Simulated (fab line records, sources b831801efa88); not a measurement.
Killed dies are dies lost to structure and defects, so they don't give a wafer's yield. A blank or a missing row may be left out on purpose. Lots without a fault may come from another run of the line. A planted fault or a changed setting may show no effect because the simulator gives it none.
fab line records | flow sky130
record lots=6 wafers=18 last_day=50
route steps=708 shown VIA1@474 METAL2@483 PAD_OPEN@708
lots that met no fault: from a run of the same line without faults
start_h: hours from the record's first day to the start of the lot's first wafer shown | wait_h: hours since the lot's step before | " the same as in the row above | L1.1+2: a row that stands for several wafers | - no value, or no start given | * or withheld: withheld | < > ~ a bound
route shown NAME@n: a module of which the file shows steps, and the number in the route of the first | usual: mean/standard deviation of fault-free wafers | same: alike in all rows | chamber/n: place in a boat | sites: the reading at each site | _std_site: their standard deviation | _edge_site: outer sites' mean less inner sites' | radius_mm: how far each site lies from the wafer's centre | mask NAME#n: copy n | behind: the tool/chamber that last shaped the wafer | hold: why the lot was held/for how many hours/how that ended | device: the transistor (n, p or np) that didn't switch | end of line: the same wafers' tests at the end of the route | a step without rows: its recipe alone | killed: dies lost to structure and defects at the first sort, not the wafer's yield | map: a wafer's dies, x killed, . not, _ none there
set.NAME: the setting as run; set.NAME@STEP: as run at that earlier step | model.NAME: the simulator's own value behind a step, which no gauge read
lots at some steps of the route; a table a step, a row a wafer
services: from which hour (start_h, from the record's first day; less than 0 if before it) a tool's chamber was out of use, for how many hours, and why
## steps
# step SKY_VIA1_STRIP_16
# recipe chemistry=O2/N2 power_w=1400 pressure_mtorr=1500 platen_temp_c=withheld o2_flow_sccm=3000 n2_flow_sccm=300 overash_fraction=0.5
# usual drypump_motor_current_A=5.87/0.24 oes_product_au=0.416/0.0044 strip_time_to_endpoint_s=4.458/0.023
# columns lot.wafer tool chamber start_h wait_h drypump_motor_current_A oes_product_au rf_hours_counter_h strip_time_to_endpoint_s
L834.1 plasma_asher-02 0 792.99 0.0 5.86 0.419 5 4.476
L834.2 " 1 " " 6.27 0.413 5 4.442
L834.3 " 0 " " 5.90 0.407 - 4.440
L840.2 plasma_asher-02 0 841.58 0.0 5.86 0.414 9 4.452
L840.3 " 0 " " 5.86 0.417 - 4.489
L840.5 " 1 " " 6.28 0.417 - 4.460
L841.1 plasma_asher-01 0 848.63 0.0 5.58 0.412 99 4.440
L841.2 " 1 " " 5.84 0.410 99 4.447
L841.5 " 0 " " 5.59 0.410 - 4.434
L850.1 plasma_asher-01 0 919.38 0.0 5.62 0.407 105 4.435
L850.2 " 1 " " 5.86 0.418 105 4.442
L850.6 " 0 " " 5.61 0.420 - 4.415
L854.3 plasma_asher-01 0 943.93 0.1 5.58 0.421 - 4.448
L854.4 " 1 " " 5.83 0.406 - 4.465
L854.6 " 1 " " 5.86 0.407 - 4.423
L855.2 plasma_asher-02 1 962.15 0.0 6.28 0.419 21 4.489
L855.4 " 0 " " 5.89 0.414 - 4.497
L855.5 " 1 " " 6.29 0.408 - 4.450
# step SKY_VIA1_STRIP_17
# recipe chemistry=post_etch_residue_remover time_s=1200 temp_c=72.5
# step SKY_VIA1_CLEAN_18
# recipe chemistry=IPA time_s=180 temp_c=25
# step SKY_VIA1_CLEAN_19
# recipe chemistry=O3/DIW dry=n2_spin
# step SKY_VIA1_SPUTTER_20
# recipe material=TiN target_thk_nm=20 chamber_pressure_pa=5 power_w=4000 time_s=80
# usual cathode_dc_power_W=4000.0/0.62 chamber_pressure_pa=5.000/0.0098 throttle_valve_pct=29.9/0.9
# columns lot.wafer tool chamber start_h wait_h cathode_dc_power_W chamber_pressure_pa throttle_valve_pct
L834.1 pvd_sputter-02 - 793.58 0.0 3999.9 4.990 30.0
L834.2 " - " " 4000.0 5.011 27.9
L834.3 " - " " 3999.5 4.991 30.3
L840.2 pvd_sputter-01 - 842.17 0.0 3999.4 5.007 29.3
L840.3 " - " " 4000.9 4.997 29.3
L840.5 " - " " 4000.1 4.996 29.7
L841.1 pvd_sputter-02 - 849.22 0.0 3999.6 4.993 31.5
L841.2 " - " " 4001.1 4.994 30.1
L841.5 " - " " 3999.3 4.984 30.3
L850.1 pvd_sputter-04 - 919.97 0.0 3999.6 5.000 30.4
L850.2 " - " " 4000.7 4.991 30.1
L850.6 " - " " 3999.2 5.025 30.3
L854.3 pvd_sputter-02 - 944.50 0.0 4002.0 4.995 30.2
L854.4 " - " " 3999.6 4.986 28.1
L854.6 " - " " 3999.9 5.012 30.3
L855.2 pvd_sputter-01 - 962.74 0.0 3998.7 4.984 29.5
L855.4 " - " " 4000.4 5.002 30.1
L855.5 " - " " 3999.4 5.019 29.2
# step SKY_VIA1_CVD_21
# recipe material=W target_thk_nm=270 time_s=80.902 temp_c=400 pressure_torr=40
# step SKY_VIA1_RS_MEAS_22
# recipe thk_meas_gauge=four-point-probe reads=W_of_VIA1_CVD_21+TiN_of_VIA1_SPUTTER_20
# usual VIA1_W_RS=0.427/0.0044
# columns lot.wafer tool chamber start_h wait_h VIA1_W_RS[ohm/sq]
L834.1 film_metro-04 - 793.74 0.1 0.420
L834.2 " - " " 0.437
L834.3 " - " " 0.432
L840.2 film_metro-03 - 842.34 0.1 0.427
L840.3 " - " " 0.422
L840.5 " - " " 0.430
L841.1 film_metro-03 - 849.37 0.1 0.424
L841.2 " - " " 0.425
L841.5 " - " " 0.424
L850.1 film_metro-03 - 920.12 0.1 0.426
L850.2 " - " " 0.426
L850.6 " - " " 0.426
L854.3 film_metro-03 - 944.69 0.1 0.434
L854.4 " - " " 0.430
L854.6 " - " " 0.428
L855.2 film_metro-03 - 962.92 0.1 0.420
L855.4 " - " " 0.424
L855.5 " - " " 0.422
# step SKY_VIA1_THK_MEAS_23
# recipe thk_meas_gauge=xrf reads=W_of_VIA1_CVD_21
# usual VIA1_W_THK=263/3.9
# columns lot.wafer tool chamber start_h wait_h VIA1_W_THK[nm]
L834.1 film_metro-04 - 793.86 0.1 267
L834.2 " - " " 258
L834.3 " - " " 262
L840.2 film_metro-03 - 842.45 0.1 266
L840.3 " - " " 267
L840.5 " - " " 264
L841.1 film_metro-03 - 849.49 0.1 267
L841.2 " - " " 265
L841.5 " - " " 266
L850.1 film_metro-03 - 920.24 0.1 267
L850.2 " - " " 268
L850.6 " - " " 268
L854.3 film_metro-03 - 944.79 0.1 259
L854.4 " - " " 262
L854.6 " - " " 262
L855.2 film_metro-03 - 963.03 0.1 268
L855.4 " - " " 265
L855.5 " - " " 270
# step SKY_VIA1_CMP_24
# recipe stop_on=SiO2 t_overpolish_s=15 down_force_psi=3.5 platen_rpm=60 target_thk_nm=0 pad_velocity_m_s=0.94248
# step SKY_METAL2_SPUTTER_00
# recipe material=Ti target_thk_nm=15 power_w=3000 time_s=10 chamber_pressure_pa=0.4
# usual cathode_dc_power_W=3000.0/0.51 chamber_pressure_pa=0.4000/0.00081 throttle_valve_pct=29.9/0.85
# columns lot.wafer tool chamber start_h wait_h cathode_dc_power_W chamber_pressure_pa throttle_valve_pct
L834.1 pvd_sputter-03 - 794.22 0.2 3000.9 0.4005 30.9
L834.2 " - " " 3000.4 0.3997 30.5
L834.3 " - " " 3001.2 0.4010 28.5
L840.2 pvd_sputter-04 - 843.05 0.2 3000.9 0.3996 29.6
L840.3 " - " " 3000.2 0.4001 29.9
L840.5 " - " " 3000.1 0.3988 30.4
L841.1 pvd_sputter-03 - 849.85 0.1 3000.4 0.3984 28.6
L841.2 " - " " 2998.9 0.3992 30.1
L841.5 " - " " 2999.2 0.4007 30.6
L850.1 pvd_sputter-02 - 920.60 0.2 2999.6 0.4003 27.9
L850.2 " - " " 3000.7 0.4000 31.6
L850.6 " - " " 3000.5 0.4016 28.2
L854.3 pvd_sputter-03 - 945.13 0.2 2999.9 0.3999 31.1
L854.4 " - " " 3000.2 0.4023 30.7
L854.6 " - " " 3000.4 0.3993 29.9
L855.2 pvd_sputter-04 - 963.38 0.2 3000.3 0.4010 28.9
L855.4 " - " " 2999.3 0.4002 30.3
L855.5 " - " " 3000.1 0.3995 29.7
# step SKY_METAL2_SPUTTER_01
# recipe material=TiN target_thk_nm=20 power_w=6500 time_s=16.7 chamber_pressure_pa=0.4
# usual cathode_dc_power_W=6500.0/1.1 chamber_pressure_pa=0.4001/0.00076 throttle_valve_pct=29.9/0.86
# columns lot.wafer tool chamber start_h wait_h cathode_dc_power_W chamber_pressure_pa throttle_valve_pct
L834.1 pvd_sputter-03 - 794.24 0.0 6497.3 0.3996 31.0
L834.2 " - " " 6500.0 0.4007 30.8
L834.3 " - " " 6501.4 0.3997 28.8
L840.2 pvd_sputter-04 - 843.08 0.0 6501.1 0.4001 29.9
L840.3 " - " " 6499.7 0.4004 30.0
L840.5 " - " " 6500.8 0.3994 30.4
L841.1 pvd_sputter-03 - 849.87 0.0 6498.9 0.3998 28.4
L841.2 " - " " 6500.9 0.3998 30.2
L841.5 " - " " 6498.6 0.4008 30.5
L850.1 pvd_sputter-02 - 920.62 0.0 6500.1 0.3998 28.4
L850.2 " - " " 6498.3 0.3996 31.5
L850.6 " - " " 6501.3 0.4005 28.3
L854.3 pvd_sputter-03 - 945.15 0.0 6501.1 0.4000 31.1
L854.4 " - " " 6500.1 0.3997 30.4
L854.6 " - " " 6501.6 0.3994 29.9
L855.2 pvd_sputter-04 - 963.40 0.0 6500.9 0.4012 28.9
L855.4 " - " " 6500.5 0.4006 30.2
L855.5 " - " " 6499.1 0.4002 29.1
# step SKY_METAL2_SPUTTER_02
# recipe material=AlCu target_thk_nm=250 power_w=10600 time_s=13.3 chamber_pressure_pa=0.4
# usual cathode_dc_power_W=10600/2 chamber_pressure_pa=0.4000/0.00084 throttle_valve_pct=29.9/0.87
# columns lot.wafer tool chamber start_h wait_h cathode_dc_power_W chamber_pressure_pa throttle_valve_pct
L834.1 pvd_sputter-03 - 794.26 0.0 10599 0.3995 31.1
L834.2 " - " " 10600 0.3995 30.4
L834.3 " - " " 10598 0.4004 28.5
L840.2 pvd_sputter-04 - 843.10 0.0 10602 0.4012 29.5
L840.3 " - " " 10601 0.4019 30.0
L840.5 " - " " 10597 0.4001 30.2
L841.1 pvd_sputter-03 - 849.90 0.0 10600 0.3988 28.8
L841.2 " - " " 10602 0.4006 30.1
L841.5 " - " " 10599 0.4002 30.4
L850.1 pvd_sputter-02 - 920.65 0.0 10598 0.3993 28.1
L850.2 " - " " 10600 0.4015 31.6
L850.6 " - " " 10600 0.3996 28.1
L854.3 pvd_sputter-03 - 945.18 0.0 10605 0.4002 31.4
L854.4 " - " " 10599 0.4018 30.4
L854.6 " - " " 10597 0.4005 30.1
L855.2 pvd_sputter-04 - 963.42 0.0 10602 0.3993 28.9
L855.4 " - " " 10599 0.4007 30.2
L855.5 " - " " 10599 0.3999 29.4
# step SKY_METAL2_SPUTTER_03
# recipe material=Ti target_thk_nm=5 power_w=3000 time_s=3.3 chamber_pressure_pa=0.4
# usual cathode_dc_power_W=2999.9/0.5 chamber_pressure_pa=0.4000/0.001 throttle_valve_pct=29.9/0.87
# columns lot.wafer tool chamber start_h wait_h cathode_dc_power_W chamber_pressure_pa throttle_valve_pct
L834.1 pvd_sputter-03 - 794.29 0.0 3000.4 0.4010 31.1
L834.2 " - " " 3000.4 0.3992 30.5
L834.3 " - " " 3000.9 0.4001 28.6
L840.2 pvd_sputter-04 - 843.13 0.0 - - -
L840.3 " - " " - - -
L840.5 " - " " - - -
L841.1 pvd_sputter-03 - 849.92 0.0 - - -
L841.2 " - " " - - -
L841.5 " - " " - - -
L850.1 pvd_sputter-02 - 920.67 0.0 2999.7 0.4004 28.4
L850.2 " - " " 2999.8 0.3994 31.8
L850.6 " - " " 2999.9 0.3992 28.2
L854.3 pvd_sputter-03 - 945.20 0.0 2999.5 0.3991 30.9
L854.4 " - " " 2999.9 0.3998 30.5
L854.6 " - " " 3000.1 0.3993 29.9
L855.2 pvd_sputter-04 - 963.45 0.0 2999.3 0.4006 28.9
L855.4 " - " " 3000.0 0.3996 29.9
L855.5 " - " " 2999.8 0.3926 29.7
# step SKY_METAL2_SPUTTER_04
# recipe material=TiN target_thk_nm=70 power_w=6500 time_s=58.3 chamber_pressure_pa=0.4
# step SKY_PAD_OPEN_PROBE_99
# usual defect_limited_yield=82.8/2 killed_at_M0_to_M3=43/6.4 killed_at_M4_up=3.1/2 killed_at_contacts=24/5.2 killed_at_front_end=15/4.3 killed_at_other=0.2/0.48 killed_dies=85/9.7 killed_open=47/6.9 killed_short=38/6.7 sort_bin_3_pad_short=0.9/0.48 sort_bin_5_function=10.3/1.6 sort_bin_6_memory=6.1/0.97 sort_n_pass=407/9.7 sort_yield_pct=82.8/2
# same gross_dies=492 killed_at_back_side=0 sort_bin_4_leakage[%]=0 sort_bin_8_speed[%]=0
# columns lot.wafer tool chamber start_h wait_h defect_limited_yield[%] killed_at_M0_to_M3 killed_at_M4_up killed_at_contacts killed_at_front_end killed_at_other killed_dies killed_open killed_short sort_bin_3_pad_short[%] sort_bin_5_function[%] sort_bin_6_memory[%] sort_n_pass sort_yield_pct[%] model.etest.via2_chain.rc_ohm model.etest.met2.line_ohm_um model.etest.met2.rs_ohm_sq
L834.1 prober-01 - 1081.06 0.1 81.9 49 3 25 12 0 89 52 37 0.6 11.0 6.5 403 81.9 10.05 0.9184 0.1281
L834.2 prober-01 - 1081.11 0.1 83.9 33 2 31 13 0 79 47 32 0.6 9.8 5.7 413 83.9 9.994 0.9007 0.1271
L834.3 prober-01 - 1081.16 0.2 80.3 49 6 27 15 0 97 52 45 1.2 12.0 6.5 395 80.3 9.488 0.8891 0.1265
L840.2 prober-02 - 1118.69 0.1 81.7 52 4 18 16 0 90 56 34 1.0 11.0 6.3 402 81.7 12.32 0.8594 0.1234
L840.3 prober-02 - 1118.74 0.2 80.3 44 2 24 27 0 97 61 36 0 13.2 6.5 395 80.3 12.12 0.8855 0.1211
L840.5 prober-02 - 1118.84 0.2 83.1 47 3 25 8 0 83 43 40 0.4 11.0 5.5 409 83.1 11.68 0.8861 0.124
L841.1 prober-01 - 1123.71 0.1 85.6 41 3 15 12 0 71 39 32 0.8 8.5 5.1 421 85.6 11.56 0.8833 0.1207
L841.2 prober-01 - 1123.76 0.1 84.8 45 3 20 7 0 75 40 35 0.6 9.6 5.1 417 84.8 11.14 0.8582 0.1225
L841.5 prober-01 - 1123.91 0.2 83.9 43 4 19 13 0 79 41 38 1.0 9.1 5.9 413 83.9 11.56 0.8933 0.1215
L850.1 prober-02 - 1174.58 0.1 84.1 35 1 22 19 1 78 40 38 1.2 8.5 6.1 414 84.1 9.704 0.9174 0.1292
L850.2 prober-02 - 1174.63 0.1 82.3 42 3 30 11 1 87 48 38 0.6 9.8 7.3 405 82.3 10.23 0.8955 0.1284
L850.6 prober-02 - 1174.83 0.2 86.6 29 0 25 12 0 66 42 24 0.8 8.3 4.3 426 86.6 10.04 0.8931 0.1282
L854.3 prober-02 - 1192.15 0.2 83.3 44 0 24 13 1 82 45 37 0.8 10.2 5.7 410 83.3 8.932 0.9145 0.1278
L854.4 prober-02 - 1192.20 0.2 85.8 37 6 15 12 0 70 39 31 0.2 8.5 5.5 422 85.8 9.36 0.8771 0.1271
L854.6 prober-02 - 1192.30 0.2 83.9 45 0 24 9 1 79 48 31 0.6 10.8 4.7 413 83.9 9.862 0.8829 0.1285
L855.2 prober-01 - 1204.58 0.1 87.0 33 2 18 11 0 64 38 26 1.2 7.1 4.7 428 87.0 10.04 0.8945 0.131
L855.4 prober-01 - 1204.68 0.2 81.3 46 5 21 20 0 92 49 43 1.0 11.2 6.5 400 81.3 9.398 0.9581 0.1292
L855.5 prober-01 - 1204.73 0.2 85.6 36 4 24 7 0 71 40 31 1.2 9.1 4.1 421 85.6 10.02 0.9351 0.1307
# killed by level:class
L834.1 VIA1:geometric_particle:open=14 LI_CONTACT:geometric_particle:open=9 VIA2:geometric_particle:open=8 CONTACT:geometric_particle:open=8 METAL1:geometric_particle:short=6 VIA1:geometric_particle:short=5 POLY_GATE:geometric_particle:short=4 LOCAL_INTERCONNECT:geometric_particle:short=4
L834.2 LI_CONTACT:geometric_particle:open=11 CONTACT:geometric_particle:open=8 METAL1:geometric_particle:short=7 CONTACT:geometric_particle:short=6 VIA2:geometric_particle:open=6 VIA3:geometric_particle:open=6 FIELD_ISO:geometric_particle:open=5 POLY_GATE:geometric_particle:open=5
L834.3 VIA1:geometric_particle:open=11 CONTACT:geometric_particle:open=9 VIA3:geometric_particle:open=8 LI_CONTACT:geometric_particle:open=7 METAL1:geometric_particle:short=7 METAL4:geometric_particle:short=6 METAL2:geometric_particle:short=6 VIA1:geometric_particle:short=5
L840.2 VIA1:geometric_particle:open=14 CONTACT:geometric_particle:open=10 VIA1:geometric_particle:short=8 VIA3:geometric_particle:open=7 VIA2:geometric_particle:open=6 POLY_GATE:geometric_particle:short=4 VIA2:geometric_particle:short=4 FIELD_ISO:geometric_particle:open=3
L840.3 VIA1:geometric_particle:open=15 CONTACT:geometric_particle:open=9 LI_CONTACT:geometric_particle:open=8 POLY_GATE:geometric_particle:short=7 VIA3:geometric_particle:open=7 FIELD_ISO:geometric_particle:open=6 POLY_GATE:geometric_particle:open=6 FIELD_ISO:geometric_particle:short=5
L840.5 CONTACT:geometric_particle:open=13 VIA2:geometric_particle:open=9 VIA3:geometric_particle:open=8 VIA1:geometric_particle:open=7 METAL2:geometric_particle:short=5 METAL1:geometric_particle:short=5 FIELD_ISO:geometric_particle:short=4 VIA1:geometric_particle:short=4
L841.1 VIA1:geometric_particle:open=10 CONTACT:geometric_particle:open=9 VIA2:geometric_particle:open=8 POLY_GATE:geometric_particle:short=6 METAL1:geometric_particle:short=6 LI_CONTACT:geometric_particle:open=4 METAL2:geometric_particle:short=4 FIELD_ISO:geometric_particle:open=3
L841.2 VIA1:geometric_particle:open=10 CONTACT:geometric_particle:open=7 METAL1:geometric_particle:short=7 LI_CONTACT:geometric_particle:open=6 VIA3:geometric_particle:open=6 CONTACT:geometric_particle:short=5 VIA3:geometric_particle:short=5 VIA1:geometric_particle:short=4
L841.5 VIA1:geometric_particle:open=9 METAL2:geometric_particle:short=8 CONTACT:geometric_particle:open=6 VIA3:geometric_particle:open=6 VIA1:geometric_particle:short=5 VIA3:geometric_particle:short=5 LI_CONTACT:geometric_particle:open=4 LOCAL_INTERCONNECT:geometric_particle:short=4
L850.1 VIA1:geometric_particle:open=11 CONTACT:geometric_particle:open=8 POLY_GATE:geometric_particle:short=7 LI_CONTACT:geometric_particle:open=6 METAL1:geometric_particle:short=5 FIELD_ISO:geometric_particle:open=4 VIA3:geometric_particle:open=4 LI_CONTACT:geometric_particle:short=3
L850.2 LI_CONTACT:geometric_particle:open=14 VIA1:geometric_particle:open=10 VIA2:geometric_particle:open=7 CONTACT:geometric_particle:open=6 METAL2:geometric_particle:short=6 METAL1:geometric_particle:short=5 LOCAL_INTERCONNECT:geometric_particle:short=4 CONTACT:geometric_particle:short=4
L850.6 LI_CONTACT:geometric_particle:open=11 VIA1:geometric_particle:open=7 METAL1:geometric_particle:short=6 VIA3:geometric_particle:open=6 POLY_GATE:geometric_particle:short=5 LOCAL_INTERCONNECT:geometric_particle:short=5 CONTACT:geometric_particle:open=5 VIA2:geometric_particle:open=5
L854.3 VIA1:geometric_particle:open=11 CONTACT:geometric_particle:open=10 CONTACT:geometric_particle:short=8 VIA2:geometric_particle:open=8 VIA1:geometric_particle:short=6 METAL2:geometric_particle:short=6 VIA3:geometric_particle:open=6 POLY_GATE:geometric_particle:short=3
L854.4 VIA1:geometric_particle:open=12 LI_CONTACT:geometric_particle:open=6 METAL2:geometric_particle:short=5 VIA3:geometric_particle:open=5 LOCAL_INTERCONNECT:geometric_particle:short=4 METAL1:geometric_particle:short=4 METAL4:geometric_particle:short=4 FIELD_ISO:geometric_particle:open=3
L854.6 VIA3:geometric_particle:open=14 VIA1:geometric_particle:open=12 CONTACT:geometric_particle:open=10 LI_CONTACT:geometric_particle:open=5 CONTACT:geometric_particle:short=4 VIA1:geometric_particle:short=4 METAL2:geometric_particle:short=4 FIELD_ISO:geometric_particle:short=3
L855.2 CONTACT:geometric_particle:open=9 VIA1:geometric_particle:short=7 VIA1:geometric_particle:open=7 POLY_GATE:geometric_particle:open=4 LI_CONTACT:geometric_particle:open=4 VIA3:geometric_particle:short=4 VIA3:geometric_particle:open=4 METAL2:geometric_particle:short=3
L855.4 VIA1:geometric_particle:open=13 VIA3:geometric_particle:open=11 CONTACT:geometric_particle:open=7 POLY_GATE:geometric_particle:short=5 METAL4:geometric_particle:short=4 VIA3:geometric_particle:short=4 LI_CONTACT:geometric_particle:open=4 VIA1:geometric_particle:short=4
L855.5 CONTACT:geometric_particle:open=7 VIA1:geometric_particle:open=7 VIA3:geometric_particle:open=7 POLY_GATE:geometric_particle:open=6 VIA2:geometric_particle:open=6 LI_CONTACT:geometric_particle:open=5 LOCAL_INTERCONNECT:geometric_particle:short=5 CONTACT:geometric_particle:short=4
## services
# columns tool chamber start_h hours kind
plasma_asher-01 - 810.23 2.2 repair
plasma_asher-02 - 817.25 2.8 pm
pvd_sputter-01 3 832.59 - consumable_replace:kit
pvd_sputter-01 3 832.59 18.0 scheduled_down
pvd_sputter-01 3 832.59 18.0 vent_cycle
pvd_sputter-03 - 844.64 3.2 repair
pvd_sputter-04 - 846.22 5.2 repair
plasma_asher-01 - 851.62 15.6 pm
pvd_sputter-01 - 879.24 2.2 repair
plasma_asher-02 - 894.69 10.6 repair
pvd_sputter-03 0 898.97 - consumable_replace:kit
pvd_sputter-03 0 898.97 18.0 scheduled_down
pvd_sputter-03 0 898.97 18.0 vent_cycle
pvd_sputter-04 - 905.25 12.4 repair
pvd_sputter-02 - 937.49 1.6 repair
pvd_sputter-04 3 945.76 - consumable_replace:kit
pvd_sputter-04 3 945.76 18.0 scheduled_down
pvd_sputter-04 3 945.76 18.0 vent_cycle
## key
first_sign step=SKY_METAL2_SPUTTER_03 reading=tool_record direction=missing
effect none on later readings
model_effect step=SKY_PAD_OPEN_PROBE_99 value=etest.via2_chain.rc_ohm without=9.817 struck=11.73
met_at SKY_METAL2_SPUTTER_03
struck_wafers L840.2,L840.3,L840.5,L841.1,L841.2,L841.5
onset_between 794.29 843.13
fault kind=skipped_step_whole tool=pvd_sputter-03,pvd_sputter-04 chamber=- onset_h=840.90 steps=SKY_METAL2_SPUTTER_03 scope=struck_lots_only
